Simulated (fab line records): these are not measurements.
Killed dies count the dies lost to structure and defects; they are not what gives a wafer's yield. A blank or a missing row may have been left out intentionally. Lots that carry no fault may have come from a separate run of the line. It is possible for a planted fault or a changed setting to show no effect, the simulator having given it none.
Which of the tools did it? / flow gf180mcu / 39 wafers from 13 lots sampled at 2 of the route's 602 steps

== WHAT THE GAUGES READ, wafer by wafer ==
GF_MIM_THK_MEAS_11: measures by xrf.
lot=L848; measured=day 24 10:05; on=film-metro-01; MIM_ALCU_THK (nm)=198.2 197.1 199.2
lot=L849; measured=day 24 20:29; on=film-metro-01; MIM_ALCU_THK (nm)=201.2 198.5 198.1
lot=L850; measured=day 25 08:14; on=film-metro-03; MIM_ALCU_THK (nm)=201.5 196.1 201.1
lot=L851; measured=day 25 12:19; on=film-metro-03; MIM_ALCU_THK (nm)=200.8 197.5 200.6
lot=L852; measured=day 25 23:55; on=film-metro-01; MIM_ALCU_THK (nm)=197.0 198.2 196.6
lot=L855; measured=day 27 10:02; on=film-metro-03; MIM_ALCU_THK (nm)=197.2 198.3 200.1
lot=L856; measured=day 27 11:53; on=film-metro-03; MIM_ALCU_THK (nm)=201.8 202.1 200.4
lot=L857; measured=day 27 16:54; on=film-metro-01; MIM_ALCU_THK (nm)=194.5 196.3 195.1
lot=L861; measured=day 28 23:11; on=film-metro-03; MIM_ALCU_THK (nm)=198.8 200.4 201.7
lot=L862; measured=day 29 06:04; on=film-metro-04; MIM_ALCU_THK (nm)=200.0 198.9 201.2
lot=L863; measured=day 29 15:40; on=film-metro-01; MIM_ALCU_THK (nm)=199.5 198.6 200.4
lot=L865; measured=day 29 21:04; on=film-metro-03; MIM_ALCU_THK (nm)=202.2 201.7 200.5
lot=L871; measured=day 31 10:32; on=film-metro-01; MIM_ALCU_THK (nm)=196.4 198.5 197.3

== TOOL THAT RAN EACH LOT (tool first, then ch and the chambers of the sampled wafers, then the start) ==
lot=L848; GF_V1_CVD_00=hdpcvd-02 ch 0,2, day 17 00:10
lot=L849; GF_V1_CVD_00=hdpcvd-02 ch 0,2, day 17 11:40
lot=L850; GF_V1_CVD_00=hdpcvd-02 ch 1,2, day 18 00:53
lot=L851; GF_V1_CVD_00=hdpcvd-02 ch 0,2, day 18 04:53
lot=L852; GF_V1_CVD_00=hdpcvd-01 ch 0,1,2, day 18 17:23
lot=L855; GF_V1_CVD_00=hdpcvd-02 ch 0,1, day 20 10:14
lot=L856; GF_V1_CVD_00=hdpcvd-02 ch 1,2, day 20 12:26
lot=L857; GF_V1_CVD_00=hdpcvd-01 ch 1,2, day 20 18:59
lot=L861; GF_V1_CVD_00=hdpcvd-02 ch 0,1, day 22 07:17
lot=L862; GF_V1_CVD_00=hdpcvd-02 ch 0,1,2, day 22 15:18
lot=L863; GF_V1_CVD_00=hdpcvd-02 ch 0,1,2, day 23 03:29
lot=L865; GF_V1_CVD_00=hdpcvd-02 ch 0,1,2, day 23 09:48
lot=L871; GF_V1_CVD_00=hdpcvd-01 ch 0,2, day 25 07:35
- GF_V1_CVD_00: deposits SiO2, target thk 600 nm, time 100 s.

== AS READ BY THE TOOLS THEMSELVES (means over the sampled wafers that have a number; for cases with no such wafer, the mark the record gives instead) ==
The record holds no such reading with a usual standard deviation.

== THE ANSWER, worked out from the rows above alone ==
Rule: usual is defined by the lots themselves. The widest of any qualifying gaps counts: lots, ordered by their means at a reading, are off when they make up no more than a third of the lots, leave a main group of 4 or more, and stand apart from it by 3 or more times the standard deviation of that group's means. Not used: any main group whose means are identical at the precision the tables above print for the reading. A lot without any number at a reading at which 4 lots or more have one is off too. All remaining lots with rows at the step are treated as sound. First the gauges in route order, then the tools' own readings, where a lot's mean is used as printed above. At the first step where some lot is off, the reading lying furthest off is the one used; lots without a number count as furthest.
Across all readings shown, no lot is off: no conclusion can be drawn from this.

== WHAT THE SIMULATOR HAD PUT IN ==
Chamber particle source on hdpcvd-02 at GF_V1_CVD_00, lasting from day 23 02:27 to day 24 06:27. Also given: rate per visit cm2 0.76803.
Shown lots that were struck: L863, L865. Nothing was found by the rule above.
